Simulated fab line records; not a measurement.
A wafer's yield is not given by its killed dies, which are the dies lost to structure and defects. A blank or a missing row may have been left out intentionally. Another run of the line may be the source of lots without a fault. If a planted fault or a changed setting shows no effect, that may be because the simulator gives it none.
A lot that was struck, set against a sound lot || flow sky130 || 16 steps out of a route of 708
Sound: these wafers, L196.1, L196.5, L196.6. Struck: wafer L210.5; the same lot's L210.6 was not struck, so it is left out; see the end for the cause.
Per side, at each step with rows, come the tool, then ch with its chambers, and then its first start. Under that, the readings that differ: sound wafers || struck wafers || difference of the means || sigmas: that difference in standard deviations of wafers without a fault.
alike: same words and numbers on both sides, and readings whose means sit less than 2 such deviations apart. not compared: any withheld reading, any reading some wafer has no value for, any bound like >300 that may hide the same value, and any number with overlapping values for which the record gives no deviation.
The two part at a step that has a row with sigmas, a row that says differs or no value, or rows on one side only. Numbers that don't overlap but have no deviation are shown without sigmas and don't part them. A reading missing from all wafers of one side parts the sides only when that side holds two or more wafers.

first, 2 steps without rows for these wafers: SKY_METAL4_PEB_11; SKY_METAL4_DEVELOP_12 (develop time 60 s).
SKY_METAL4_CD_MEAS_13: the cd target is 300 nm.
  struck on cd-sem-02, day 47 01:10; sound on cd-sem-02, day 43 10:13
  alike: cd-nm
SKY_METAL4_OVL_MEAS_14:
  struck on overlay-02, day 47 01:13; sound on overlay-01, day 43 10:20
  alike: METAL4_OVL
SKY_METAL4_DESCUM_15: chemistry O2, time 8 s.
  sound on rie-metal-02 ch 0,1, day 43 10:22; struck on rie-metal-02 ch 0, day 47 01:16
  alike: drypump-motor-current-A, oes-product-au
  not compared: rf-hours-counter-h
SKY_METAL4_ETCH_16: etches BARC in N2/H2, stops on SiO2, time 88.2 s, target depth 60 nm.
  sound on rie-metal-02 ch 0,1, day 43 10:23; struck on rie-metal-02 ch 0, day 47 01:20
  alike: drypump-motor-current-A, oes-product-au, throttle-valve-pct
  not compared: rf-hours-counter-h
SKY_METAL4_ETCH_17: etches SiO2 in C4F8/O2/Ar, stops on TiN, time 3.9 s, target depth 15 nm.
  sound on rie-diel-04 ch 1,2,3, day 43 10:29; struck on rie-diel-04 ch 3, day 47 01:22
  alike: oes-product-au
  not compared: rf-hours-counter-h
then, 1 step without rows for these wafers: SKY_METAL4_METAL_ETCH_18 (etches the open film in Cl2/BCl3, stops on SiO2, target depth 845 nm, time 183.1 s).
SKY_METAL4_STRIP_19: strips in O2/N2.
  sound on plasma-asher-04 ch 0,1, day 43 10:41; struck on plasma-asher-03 ch 0, day 47 01:38
{"reading": "oes-product-au (a.u.)", "sound": "0.493 0.501 0.487", "struck": 0.509, "difference": "+0.015", "sigmas": "+3"}
{"reading": "strip-time-to-endpoint-s (s)", "sound": "6.34 6.49 6.31", "struck": 6.58, "difference": "+0.20", "sigmas": "+2"}
  alike: drypump-motor-current-A
  not compared: rf-hours-counter-h
then, 3 steps without rows for these wafers: SKY_METAL4_STRIP_20 (strips in post etch residue remover, time 1200 s); SKY_METAL4_CLEAN_21 (cleans in IPA, time 180 s); SKY_METAL4_CLEAN_22 (cleans in O3/DIW).
SKY_VIA4_HDPCVD_00: deposits SiO2, target thk 1750 nm, time 291.7 s.
  sound on hdpcvd-01 ch 0,1,2, day 43 11:17; struck on hdpcvd-01 ch 2, day 47 02:19
{"reading": "model.SiO2_of_VIA4_HDPCVD_00.thk-nm (nm)", "sound": "1729 1715 1715", "struck": 3283, "difference": "+1563", "sigmas": ""}
SKY_VIA4_THK_MEAS_01:
  struck on film-metro-01, day 47 02:26; sound on film-metro-04, day 43 11:28
{"reading": "VIA4_HDPCVD_THK (nm)", "sound": "1729 1716 1715", "struck": 3283, "difference": "+1563", "sigmas": "+87"}
SKY_VIA4_CMP_02: polishes SiO2.
  sound on cmp-02 ch 2,3, day 43 11:34; struck on cmp-01 ch 1, day 47 02:40
  alike: motor-current-A
-- the record jumps here: 3 days lie between the struck wafers' starts before and after (it left off in module VIA4 and takes up again in module PAD_OPEN, whose first step shown is number 708 of the route) --
SKY_PAD_OPEN_PROBE_99:
  struck on prober-02, day 50 07:15; sound on prober-01, day 47 05:43
  alike: defect-limited-yield, killed_at_M0_to_M3, killed_at_M4_up, killed-at-contacts, killed-at-front-end, killed-at-other, killed-dies, killed-on-rim, killed-open, killed-short, sort_bin_3_pad_short, sort_bin_5_function, sort_bin_6_memory, sort-n-pass, sort-yield-pct

## WHERE THEY PART
First at SKY_METAL4_STRIP_19; last, within this record, at SKY_VIA4_THK_MEAS_01. Later steps at which nothing parts them and some readings are alike: SKY_VIA4_CMP_02, SKY_PAD_OPEN_PROBE_99.

WHY: the cause the simulator had injected
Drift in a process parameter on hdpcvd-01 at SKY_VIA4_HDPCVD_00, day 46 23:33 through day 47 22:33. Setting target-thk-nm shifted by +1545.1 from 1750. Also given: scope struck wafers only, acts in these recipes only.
